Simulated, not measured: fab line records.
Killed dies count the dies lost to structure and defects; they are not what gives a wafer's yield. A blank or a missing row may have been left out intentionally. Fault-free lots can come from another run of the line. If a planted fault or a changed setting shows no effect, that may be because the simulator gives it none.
Which tool did it? ; flow sky130 ; Sampling: 6 lots, 18 wafers, 3 of 708 route steps

## WHAT EACH GAUGE READ, for each wafer
SKY_VT_ADJUST_NCORE_TW_MEAS_11.
lot;measured;on;VT_ADJUST_NCORE_TW
L434;day 9 09:08;film metro-04;222.6 221.7 221.3
L437;day 10 09:52;film metro-02;222.5 222.9 223.1
L444;day 12 07:17;film metro-01;220.3 221.1 220.1
L447;day 13 08:40;film metro-04;223.9 223.3 221.9
L450;day 14 02:25;film metro-01;221.7 221.2 220.9
L452;day 14 15:22;film metro-04;221.7 221.5 223.7

## WHICH TOOL RAN EACH LOT (tool, then ch and the chambers of the sampled wafers, then the start)
lot;SKY_VT_ADJUST_LVTN_STRIP_20;SKY_VT_ADJUST_NCORE_STRIP_10
L434;plasma asher-01 ch 0,1, day 8 12:46;plasma asher-02 ch 0,1, day 9 09:02
L437;plasma asher-02 ch 0,1, day 9 12:40;plasma asher-02 ch 0,1, day 10 09:47
L444;plasma asher-02 ch 0,1, day 11 05:38;plasma asher-04 ch 0,1, day 12 07:11
L447;plasma asher-03 ch 0,1, day 12 06:46;plasma asher-01 ch 0,1, day 13 08:34
L450;plasma asher-01 ch 0,1, day 13 00:49;plasma asher-01 ch 0,1, day 14 02:19
L452;plasma asher-02 ch 0,1, day 13 14:26;plasma asher-02 ch 0,1, day 14 15:16
- SKY_VT_ADJUST_LVTN_STRIP_20: strips in O2/N2.
- SKY_VT_ADJUST_NCORE_STRIP_10: strips in O2/N2.

## THE ANSWER, worked out from the rows above alone
Rule: the usual values come from the lots themselves. Put in order of their means at a reading, lots are off if they are a third of the lots or fewer, leave a main group of 4 or more, and stand apart from it by a gap of 3 or more times the standard deviation of the main group's means; of several such gaps the widest counts. Not used: any main group whose means are identical at the precision the tables above print for the reading. A lot without any number at a reading at which 4 lots or more have one is off too. Where the step has rows for the other lots, those lots are counted as sound.
None of the lots is off at any reading shown; this tells nothing.

## WHAT HAD BEEN PUT IN BY THE SIMULATOR
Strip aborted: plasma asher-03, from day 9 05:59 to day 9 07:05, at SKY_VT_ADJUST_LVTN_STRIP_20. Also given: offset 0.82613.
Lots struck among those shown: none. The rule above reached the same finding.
